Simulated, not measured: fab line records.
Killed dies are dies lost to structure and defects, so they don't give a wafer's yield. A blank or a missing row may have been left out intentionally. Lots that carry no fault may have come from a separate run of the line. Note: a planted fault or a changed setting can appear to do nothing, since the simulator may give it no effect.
The same fault as seen by 2 desks || flow sfq-line || what lay behind the numbers comes last; until then each desk has only its own

## TOOL OWNER'S DESK, cmp-02
The tool's own readings at SFQ_TRILAYER_I4_CMP_CMP_100 (polishes SiO2): means of the sampled wafers that have a number, for each lot that ran on this tool. If a lot's mean is further than 4 standard deviations from the usual mean, the lot is out of limits and carries the mark OUT (the distance appears in the brackets).
Columns: A = head-pressure-psi at SFQ_TRILAYER_I4_CMP_CMP_100, usual 2.999 psi; B = motor-current-A at SFQ_TRILAYER_I4_CMP_CMP_100, usual 10.1 A; C = time-to-endpoint-s at SFQ_TRILAYER_I4_CMP_CMP_100, usual 212 s
{"lot": "L159", "first seen here": "day 50 02:49", "A": 3.000, "B": 8.9, "C": 213}
{"lot": "L165", "first seen here": "day 51 12:19", "A": "2.711 (-43) OUT", "B": 9.2, "C": 232}
{"lot": "L166", "first seen here": "day 51 20:49", "A": "2.718 (-42) OUT", "B": 10.0, "C": 233}
{"lot": "L176", "first seen here": "day 56 08:17", "A": 3.003, "B": 10.6, "C": 218}
This desk's finding: out of limits on L165, L166; first on L165, day 51 12:19 (head-pressure-psi at SFQ_TRILAYER_I4_CMP_CMP_100). In limits: L159, L176.

## METROLOGY DESK
What the gauges read, lot by lot, whatever tool the lot ran on: means of the sampled wafers that have a number. If a lot's mean is further than 4 standard deviations from the usual mean, the lot is out of limits and carries the mark OUT (the distance appears in the brackets).
Columns: A = M4_OVL at SFQ_M4_OVL_MEAS_926, usual -2 nm; B = I4_BOW at SFQ_I4_BOW_MEAS_927, usual 2 um; C = I4_OVL at SFQ_I4_OVL_MEAS_928, usual 0 nm; D = JJ_NB_RS at SFQ_JJ_RS_MEAS_929, usual 1.046 ohm/sq; E = J5_OVL at SFQ_JJ_OVL_MEAS_931, usual 1 nm
{"lot": "L159", "first seen here": "day 49 11:38", "A": -0, "B": -9, "C": -8, "D": 1.037, "E": -1}
{"lot": "L165", "first seen here": "day 50 22:20", "A": -5, "B": 7, "C": -5, "D": 1.047, "E": -3}
{"lot": "L166", "first seen here": "day 51 07:56", "A": 4, "B": 14, "C": 5, "D": 1.049, "E": -6}
{"lot": "L171", "first seen here": "day 52 22:20", "A": 8, "B": 5, "C": 6, "D": 1.033, "E": 2}
{"lot": "L173", "first seen here": "day 53 12:31", "A": -3, "B": 1, "C": 3, "D": 1.033, "E": 1}
{"lot": "L176", "first seen here": "day 56 03:56", "A": -6, "B": -4, "C": 2, "D": 1.032, "E": 4}
Result from this desk: across the 6 lots, nothing is out of limits.

## TAKEN TOGETHER
The tool owner's desk had the chance to raise an alarm at day 51 12:19 on L165, L166.
Metrology desk: nothing out of limits seen.
The metrology desk holds a record of L165, L166, inside its limits.
On cmp-02, each named lot ran SFQ_TRILAYER_I4_CMP_CMP_100.

## WHAT HAD BEEN PUT IN BY THE SIMULATOR
cmp-02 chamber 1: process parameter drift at SFQ_TRILAYER_I4_CMP_CMP_100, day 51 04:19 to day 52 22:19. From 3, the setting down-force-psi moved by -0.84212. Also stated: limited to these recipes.
Shown lots that were struck: L165, L166.
Hours from the fault's start to each desk's first reading out of limits: the tool owner's desk, 8.
